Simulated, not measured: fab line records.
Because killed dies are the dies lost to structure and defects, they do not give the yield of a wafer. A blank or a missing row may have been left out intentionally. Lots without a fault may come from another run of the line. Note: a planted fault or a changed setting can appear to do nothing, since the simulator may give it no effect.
Chamber matching || flow sfqLine || 4 sister chambers for SFQ_TRILAYER_I0_VIA_ETCH_VIA_ETCH_034 on rieDiel-02
The step etches SiO2 in CHF3, stops on Nb, target depth 260 nm. 7 wafers are shown with their chamber, then 7 later ones without.

## WAFERS PAIRED WITH THEIR CHAMBERS
{"wafer": "L588.4", "chamber": 1, "drypumpMotorCurrentA (A)": 5.8, "biasW (W)": 80.19}
{"wafer": "L589.1", "chamber": 3, "drypumpMotorCurrentA (A)": 5.8, "biasW (W)": 80.41}
{"wafer": "L590.1", "chamber": 2, "drypumpMotorCurrentA (A)": 5.6, "biasW (W)": 80.14}
{"wafer": "L590.2", "chamber": 0, "drypumpMotorCurrentA (A)": 5.5, "biasW (W)": 80.19}
{"wafer": "L590.5", "chamber": 0, "drypumpMotorCurrentA (A)": 5.4, "biasW (W)": 79.98}
{"wafer": "L603.2", "chamber": 3, "drypumpMotorCurrentA (A)": 5.8, "biasW (W)": 80.17}
{"wafer": "L603.4", "chamber": 1, "drypumpMotorCurrentA (A)": 5.8, "biasW (W)": 80.23}

## WAFERS WHOSE CHAMBER IS MISSING
{"wafer": "L603.6", "drypumpMotorCurrentA (A)": 5.8, "biasW (W)": 79.69}
{"wafer": "L606.1", "drypumpMotorCurrentA (A)": 5.7, "biasW (W)": 80.29}
{"wafer": "L606.2", "drypumpMotorCurrentA (A)": 5.8, "biasW (W)": 79.99}
{"wafer": "L606.5", "drypumpMotorCurrentA (A)": 5.5, "biasW (W)": 79.80}
{"wafer": "L609.2", "drypumpMotorCurrentA (A)": 5.8, "biasW (W)": 79.93}
{"wafer": "L609.3", "drypumpMotorCurrentA (A)": 5.4, "biasW (W)": 80.07}
{"wafer": "L609.6", "drypumpMotorCurrentA (A)": 5.8, "biasW (W)": 79.60}

## CHAMBER TAKEN BY EACH
{"wafer": "L603.6", "from the rows above": "can't be placed: 1 or 3", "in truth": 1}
{"wafer": "L606.1", "from the rows above": "can't be placed: 3 or 1 or 2", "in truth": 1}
{"wafer": "L606.2", "from the rows above": "can't be placed: 1 or 3", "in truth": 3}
{"wafer": "L606.5", "from the rows above": "can't be placed: 0 or 2", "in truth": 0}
{"wafer": "L609.2", "from the rows above": "can't be placed: 1 or 3", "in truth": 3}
{"wafer": "L609.3", "from the rows above": 0, "in truth": 0}
{"wafer": "L609.6", "from the rows above": "can't be placed: 1 or 3 or 2", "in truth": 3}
Correct placement for 1 of the 7. Can't be placed from these rows: 6 (the true chamber is among the candidates in 6). Placed wrongly: 0.
How it was worked out, from the rows above alone: a wafer's distance from a chamber is the root of the sum, over the readings, of the square of ((its reading less the chamber's mean) divided by the reading's scatter). The wafer belongs to the nearest chamber; if the next one is less than 2 further off, it can't be placed. Each chamber's mean is taken over the wafers shown for it. The scatter is the square root of a quotient: the sum, over the shown wafers, of each reading's squared deviation from its chamber's mean, divided by wafers minus chambers.
